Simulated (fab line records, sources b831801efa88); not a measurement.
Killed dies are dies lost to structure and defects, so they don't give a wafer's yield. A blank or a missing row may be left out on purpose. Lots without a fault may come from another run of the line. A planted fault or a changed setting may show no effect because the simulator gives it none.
Which tool did it? | flow sky130 | 12 lots, 33 wafers sampled, at 5 steps of a route of 708

WHAT THE GAUGES READ, wafer by wafer
SKY_SONOS_TUNNEL_TW_MEAS_12. Usual: SONOS_TUNNEL_TW 197.3, standard deviation 1.5.
lot  | measured     | on            | SONOS_TUNNEL_TW   | flag
L359 | day 12 08:23 | film_metro-04 | 198.5 198.6 198.7 |
L361 | day 12 10:29 | film_metro-04 | 198.1 198.0 197.9 |
L365 | day 13 18:14 | film_metro-03 | 195.3 194.8       |
L367 | day 14 07:53 | film_metro-03 | 196.1 196.1       |
L368 | day 14 23:27 | film_metro-03 | 195.2 195.5       |
L374 | day 16 16:12 | film_metro-03 | 196.1 196.9 195.1 |
L375 | day 16 20:19 | film_metro-01 | 199.6 199.2 199.5 |
L376 | day 17 02:36 | film_metro-01 | 198.1 198.7 198.4 |
L377 | day 17 17:08 | film_metro-03 | 196.4 197.4 196.7 |
L379 | day 18 06:44 | film_metro-03 | 195.5 196.1 194.8 |
L380 | day 18 10:39 | film_metro-01 | 199.2 198.4 198.2 |
L381 | day 18 21:17 | film_metro-03 | 196.4 196.0 196.3 |

SKY_POLY_GATE_CD_MEAS_13: target cd 150 nm. Usual: cd_nm 149.6 nm, standard deviation 1.4.
lot  | measured     | on        | cd_nm (nm)        | flag
L359 | day 17 08:12 | cd_sem-02 | 151.4 151.2 152.2 |
L361 | day 17 17:01 | cd_sem-01 | 150.1 150.8 150.8 |
L365 | day 19 04:13 | cd_sem-01 | 149.4 147.1       |
L367 | day 19 15:56 | cd_sem-02 | 149.4 148.8       |
L368 | day 21 03:41 | cd_sem-01 | 148.3 148.5       |
L374 | day 22 08:35 | cd_sem-02 | 149.2 149.5 148.3 |
L375 | day 22 17:23 | cd_sem-01 | 150.8 151.8 151.8 |
L376 | day 22 20:18 | cd_sem-02 | 150.1 150.7 149.3 |
L377 | day 23 10:28 | cd_sem-02 | 147.7 149.1 149.4 |
L379 | day 23 21:53 | cd_sem-02 | 149.6 149.9 150.2 |
L380 | day 24 01:14 | cd_sem-02 | 149.4 149.8 149.5 |
L381 | day 24 11:19 | cd_sem-02 | 149.5 148.3 149.8 |

SKY_SD_P_CD_MEAS_07: target cd 380 nm. Usual: cd_nm 380.6 nm, standard deviation 2.1.
lot  | measured     | on        | cd_nm (nm)        | flag
L359 | day 26 14:38 | cd_sem-01 | 380.1 378.4 380.7 |
L361 | day 27 00:03 | cd_sem-01 | 382.5 381.7 381.0 |
L365 | day 28 10:48 | cd_sem-01 | 383.8 429.5       | OFF
L367 | day 28 16:26 | cd_sem-01 | 424.9 382.4       | OFF
L368 | day 30 00:56 | cd_sem-02 | 379.1 424.4       | OFF
L374 | day 31 02:05 | cd_sem-02 | 379.5 379.3 377.6 |
L375 | day 31 09:58 | cd_sem-02 | 381.5 380.6 383.0 |
L376 | day 31 13:11 | cd_sem-02 | 380.7 380.6 382.0 |
L377 | day 32 03:07 | cd_sem-02 | 380.9 385.4 384.0 |
L379 | day 32 13:23 | cd_sem-02 | 383.9 381.1 380.9 |
L380 | day 32 16:31 | cd_sem-01 | 380.1 380.4 380.6 |
L381 | day 33 00:39 | cd_sem-02 | 380.8 379.9 382.7 |

WHICH TOOL RAN EACH LOT (tool, then ch and the chambers of the sampled wafers, then the start)
lot  | SKY_SONOS_ONO_STRIP_17               | SKY_SD_P_COAT_02
L359 | plasma_asher-01 ch 0,1, day 13 16:02 | litho_track-04 ch 0, day 25 23:29
L361 | plasma_asher-01 ch 0,1, day 13 18:25 | litho_track-01 ch 0, day 26 09:05
L365 | plasma_asher-02 ch 0, day 15 02:21   | litho_track-04 ch 0, day 27 20:18
L367 | plasma_asher-01 ch 0,1, day 15 15:32 | litho_track-04 ch 0, day 28 02:14
L368 | plasma_asher-03 ch 1, day 17 00:50   | litho_track-04 ch 0, day 29 10:30
L374 | plasma_asher-02 ch 0,1, day 18 01:56 | litho_track-01 ch 0, day 30 11:55
L375 | plasma_asher-03 ch 0,1, day 18 09:10 | litho_track-01 ch 0, day 30 19:49
L376 | plasma_asher-02 ch 0,1, day 18 14:20 | litho_track-02 ch 0, day 30 23:00
L377 | plasma_asher-03 ch 0,1, day 19 07:28 | litho_track-02 ch 0, day 31 13:31
L379 | plasma_asher-01 ch 0,1, day 19 18:27 | litho_track-01 ch 0, day 32 00:02
L380 | plasma_asher-01 ch 0,1, day 19 22:52 | litho_track-04 ch 0, day 32 02:41
L381 | plasma_asher-03 ch 0,1, day 20 09:09 | litho_track-02 ch 0, day 32 11:01
- SKY_SONOS_ONO_STRIP_17: strips in O2/N2.
- SKY_SD_P_COAT_02: resist thk 1140 nm.

WHAT THE TOOLS THEMSELVES READ (means of the sampled wafers that have a number; where no wafer has one, the mark that the record gives instead)
SKY_SONOS_ONO_STRIP_17. Usual: chamber_pressure_mTorr 1500.0 mTorr, standard deviation 1.3; drypump_motor_current_A 5.63 A, standard deviation 0.18; oes_product_au 0.711 a.u., standard deviation 0.0051; strip_time_to_endpoint_s 14.11 s, standard deviation 0.035.
lot  | tool            | chamber_pressure_mTorr (mTorr) | drypump_motor_current_A (A) | oes_product_au (a.u.) | strip_time_to_endpoint_s (s) | flag
L359 | plasma_asher-01 | 1499.7                         | 5.47                        | 0.707                 | 14.14                        |
L361 | plasma_asher-01 | 1498.8                         | 5.48                        | 0.713                 | 14.13                        |
L365 | plasma_asher-02 | 1499.1                         | 5.83                        | 0.707                 | 14.11                        |
L367 | plasma_asher-01 | 1499.1                         | 5.45                        | 0.710                 | 14.09                        |
L368 | plasma_asher-03 | 1500.8                         | 5.84                        | 0.708                 | 14.08                        |
L374 | plasma_asher-02 | 1500.2                         | 5.84                        | 0.713                 | 14.10                        |
L375 | plasma_asher-03 | 1499.7                         | 5.76                        | 0.710                 | 14.10                        |
L376 | plasma_asher-02 | 1501.9                         | 5.84                        | 0.708                 | 14.10                        |
L377 | plasma_asher-03 | 1500.2                         | 5.73                        | 0.717                 | 14.10                        |
L379 | plasma_asher-01 | 1498.1                         | 5.47                        | 0.707                 | 14.09                        |
L380 | plasma_asher-01 | 1500.4                         | 5.47                        | 0.716                 | 14.11                        |
L381 | plasma_asher-03 | 1500.2                         | 5.80                        | 0.705                 | 14.11                        |

THE ANSWER, worked out from the rows above alone
Rule: a lot is off if the mean of its wafers that have a number lies more than 3 standard deviations from the usual mean. A lot without any number at a reading at which 4 lots or more have one is off too. The other lots that the step has rows for count as sound. The gauges are gone through in route order, then the tools' own readings, and for those a lot's mean is taken as printed above. The first step at which some lot is off is used, and at that step the reading that is off furthest; a lot without a number counts as furthest.
Off: L365, L367, L368, at SKY_SD_P_CD_MEAS_07 (cd_nm).
A tool fits if, at a process step before that reading, it ran every lot that is off, and no sound lot after the first of them. The gauges at SKY_SD_P_CD_MEAS_07 are tried like those tools. None of those tried fits.

WHAT THE SIMULATOR HAD PUT IN
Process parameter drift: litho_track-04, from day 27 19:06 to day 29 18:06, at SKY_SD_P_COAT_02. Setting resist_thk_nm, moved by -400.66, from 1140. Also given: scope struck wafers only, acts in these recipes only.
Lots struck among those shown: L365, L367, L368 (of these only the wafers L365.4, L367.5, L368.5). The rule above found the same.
